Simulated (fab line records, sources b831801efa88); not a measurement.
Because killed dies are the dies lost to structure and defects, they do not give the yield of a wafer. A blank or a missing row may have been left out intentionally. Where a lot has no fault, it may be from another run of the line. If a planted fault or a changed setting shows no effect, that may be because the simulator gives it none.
What tool caused it?	flow sky130	7 lots with 21 wafers sampled at 2 steps, on a route of 708 steps

== WHAT THE GAUGES SHOWED, per wafer ==
SKY_CAP2M_RS_MEAS_03: measurement is done with a four-point probe.
lot	measured	on	CAP2M_TIN_RS (ohm/sq)
L510	day 40 16:23	film metro-01	6.91 6.96 7.02
L512	day 40 23:37	film metro-02	7.07 7.07 6.98
L515	day 42 08:25	film metro-01	6.90 6.93 6.92
L518	day 42 23:56	film metro-02	6.91 6.95 7.00
L520	day 43 06:58	film metro-02	6.94 6.90 6.87
L522	day 44 02:09	film metro-01	6.92 6.79 6.91
L531	day 46 04:40	film metro-01	7.04 6.96 7.13

== EACH LOT AND THE TOOL THAT RAN IT (in order: tool; ch and the chambers of the sampled wafers; start) ==
lot	SKY_METAL4_SPUTTER_03
L510	pvd sputter-04, day 40 16:05
L512	pvd sputter-04, day 40 23:17
L515	pvd sputter-04, day 42 08:10
L518	pvd sputter-04, day 42 23:40
L520	pvd sputter-01, day 43 06:41
L522	pvd sputter-01, day 44 01:53
L531	pvd sputter-04, day 46 04:23
- SKY_METAL4_SPUTTER_03: material Ti, target thk 5 nm, time 3.3 s.

== THE ANSWER, worked out from the rows above alone ==
Rule: the lots themselves supply what counts as usual. The widest of any qualifying gaps counts: lots, ordered by their means at a reading, are off when they make up no more than a third of the lots, leave a main group of 4 or more, and stand apart from it by 3 or more times the standard deviation of that group's means. A main group whose means are all the same, to the digits that the tables above print for the reading, isn't used. A lot without any number at a reading at which 4 lots or more have one is off too. Where the step has rows for the other lots, those lots are counted as sound.
None of the lots is off at any reading shown; this tells nothing.

== WHAT THE SIMULATOR HAD PUT IN ==
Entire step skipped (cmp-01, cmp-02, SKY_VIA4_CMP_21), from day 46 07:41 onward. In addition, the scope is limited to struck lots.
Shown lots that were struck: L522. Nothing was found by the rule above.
